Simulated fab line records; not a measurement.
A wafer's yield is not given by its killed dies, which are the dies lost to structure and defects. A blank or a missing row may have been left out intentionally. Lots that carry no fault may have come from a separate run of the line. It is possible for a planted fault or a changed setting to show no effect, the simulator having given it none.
Matching of chambers	flow sky130	cmp-02 running SKY_VIA1_CMP_02: 4 sister chambers
The step polishes SiO2. 36 wafers are shown with their chamber, then 12 later ones without.

WAFERS WITH THEIR CHAMBER
wafer	chamber	motor-current-A (A)	slurry-filter-dp-kPa (kPa)
L074.1	1	10.6	13.63
L074.4	2	12.6	13.57
L074.6	3	10.3	13.54
L075.2	3	10.2	13.76
L075.3	2	12.3	13.30
L075.6	1	11.0	13.50
L076.1	3	10.0	13.51
L076.2	2	12.1	13.47
L076.5	1	10.1	13.48
L077.2	3	10.1	13.39
L077.3	0	12.0	13.52
L077.4	2	11.9	13.50
L078.2	0	11.5	13.51
L078.5	3	10.3	13.57
L078.6	2	12.2	13.56
L081.2	2	12.4	13.43
L081.4	0	11.9	13.32
L081.5	1	10.9	13.40
L082.1	1	10.5	13.67
L082.2	0	13.1	13.86
L082.5	2	11.9	13.76
L083.3	3	10.4	13.81
L083.4	0	11.8	13.46
L083.6	1	10.5	13.53
L084.2	0	12.8	13.65
L084.3	1	10.2	13.67
L084.4	3	10.2	13.40
L086.1	1	11.1	13.39
L086.4	0	11.9	13.58
L086.6	3	10.5	13.56
L090.1	3	9.3	13.45
L090.4	0	12.7	13.65
L090.6	0	12.4	13.48
L091.1	2	12.1	13.61
L091.2	1	10.8	13.35
L091.4	3	10.1	13.21

SIGNATURES, as means of the wafers listed above
reading	chamber 0	chamber 1	chamber 2	chamber 3	scatter within a chamber
motor-current-A	12.233	10.633	12.188	10.140	0.382
slurry-filter-dp-kPa	13.5589	13.5133	13.5250	13.5200	0.149
Rule: a wafer lies at a distance from a chamber equal to the root of the sum of squares, over the readings, of (its reading less the chamber's mean, divided by the reading's scatter). The wafer belongs to the nearest chamber; if the next one is less than 2 further off, it can't be placed. The scatter: take each reading less its chamber's mean, square it, sum over the shown wafers, divide by the number of wafers less the number of chambers, and take the root.

WAFERS WHOSE CHAMBER IS MISSING
wafer	motor-current-A (A)	slurry-filter-dp-kPa (kPa)
L092.1	12.0	13.42
L092.3	12.0	13.54
L092.5	12.8	13.67
L093.3	11.9	13.26
L093.4	9.8	13.33
L093.6	9.6	13.84
L095.1	10.3	13.37
L095.2	10.1	13.59
L095.4	12.1	13.62
L097.2	12.3	13.58
L097.3	10.8	13.49
L097.6	12.6	13.54

WHICH CHAMBER EACH WENT THROUGH
wafer	from the rows above	in truth
L092.1	can't be placed: 2 or 0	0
L092.3	can't be placed: 2 or 0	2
L092.5	can't be placed: 0 or 2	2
L093.3	can't be placed: 2 or 0 or 1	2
L093.4	can't be placed: 3 or 1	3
L093.6	can't be placed: 3 or 1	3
L095.1	can't be placed: 3 or 1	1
L095.2	can't be placed: 3 or 1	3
L095.4	can't be placed: 0 or 2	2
L097.2	can't be placed: 0 or 2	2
L097.3	can't be placed: 1 or 3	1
L097.6	can't be placed: 0 or 2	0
0 of 12 placed correctly. Can't be placed from these rows: 12 (the true chamber is among the candidates in 12). Number placed wrongly: 0.
